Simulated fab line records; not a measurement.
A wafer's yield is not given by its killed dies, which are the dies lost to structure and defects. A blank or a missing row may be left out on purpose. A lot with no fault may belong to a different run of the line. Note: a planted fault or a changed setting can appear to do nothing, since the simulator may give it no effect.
Problem report, 8D (eight disciplines) form, completed by code :: flow sky130 :: the parts of the form that need people (team, actions taken, sign-off) are left out

1. THE PROBLEM
NWELL_TW at SKY_NWELL_TW_MEAS_15 reads a mean of 30 on 3 wafers of 1 lot; wafers without a fault read 1822 with a standard deviation of 10. That is -99 or more standard deviations from the usual mean.
First observed at day 7 15:08: wafer L780.2, on film_metro-02. The record has a number at this step for 33 wafers belonging to 11 lots. Rule for "out", or "out of limits": more than 4 standard deviations from the usual mean. All remaining wafers that have a number are taken as sound.

2. WHAT THIS IS AND IS NOT
question: which readings at this step
is: NWELL_TW
is not: -

question: which lots
is: L780
is not: L767, L768, L770, L771, L774, L784, L785, L788, L789, L790

question: which wafers of those lots
is: all that have a number
is not: -

question: read on which gauges
is: film_metro-02
is not: film_metro-03, film_metro-04

question: when
is: from day 7 15:08
is not: up to then (15 sound wafers); but 15 sound wafers of L784, L785, L788, L789, L790 came after

3. THE SUSPECTS, EACH WITH WHAT RULES IT OUT
Counting: a tool at a process step up to the reading stays a suspect if it ran every lot that is out and no sound lot after the first of them.
- the gauge at SKY_NWELL_TW_MEAS_15 is ruled out. All the wafers that are out were read on film_metro-02, but those of them that SKY_PWDE_STRIP_09 has rows for are out there too, on other tools.
- plasma_asher-01 at SKY_PWDE_STRIP_09 (strips in O2/N2): kept. It ran the lot that is out, L780 (day 6 18:46), and no sound lot after that; its last sound lot up to then is L774 (day 5 11:21). Its own oes_product_au readings are out on those wafers.
- plasma_asher-01 at SKY_NWELL_STRIP_14 (strips in O2/N2): ruled out as a lasting fault. After its first lot that is out, L780 (day 7 15:02), sound lots L788, L790 ran on it.
After counting, what remains is plasma_asher-01 at SKY_PWDE_STRIP_09.

4. THE CAUSE (what the simulator had put in)
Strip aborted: plasma_asher-01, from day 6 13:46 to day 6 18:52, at SKY_PWDE_STRIP_09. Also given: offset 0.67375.
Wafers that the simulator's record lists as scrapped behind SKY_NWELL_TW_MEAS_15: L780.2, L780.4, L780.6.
Counting left only this tool.

5. SEQUENCE OF EFFECTS, ordered by route
Each row: a reading where the mean over the struck wafers with a number is more than 3 standard deviations away from the usual. Only readings whose record carries a usual standard deviation are examined. hours: median over the lots of the time between each lot's start at the first step of this table that gives one and its start at this step. sigmas: the change, counted in usual standard deviations.
hours: 0
step: SKY_PWDE_STRIP_09
reading: oes_product_au
usual: 0.723 a.u.
on struck wafers: 0.948
change: +0.225
sigmas: +49

hours: 20
step: SKY_NWELL_STRIP_14
reading: strip_time_to_endpoint_s
usual: 36.98 s
on struck wafers: 55.57
change: +18.59
sigmas: +99 or more

hours: 20
step: SKY_NWELL_TW_MEAS_15
reading: NWELL_TW
usual: 1822
on struck wafers: 30
change: -1792
sigmas: -99 or more
The process steps in it:
- SKY_PWDE_STRIP_09: strips in O2/N2.
- SKY_NWELL_STRIP_14: strips in O2/N2.
Readings that are blank on the struck wafers while sound wafers have them: strip_time_to_endpoint_s at SKY_PWDE_STRIP_09.

6. HOW IT WOULD HAVE BEEN CAUGHT EARLIER
In this record the first reading out of limits at a measuring or inspecting step was taken at day 7 15:08, 25 hours after the fault began at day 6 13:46.
Tool's own readings at SKY_PWDE_STRIP_09, oes_product_au: out on all struck wafers the step has rows for; an alarm limit on them would have tripped on the first.
All the lots that are out (1) had begun SKY_PWDE_STRIP_09 on plasma_asher-01 by day 7 15:08. Holding the tool at that point would not have protected any of them.
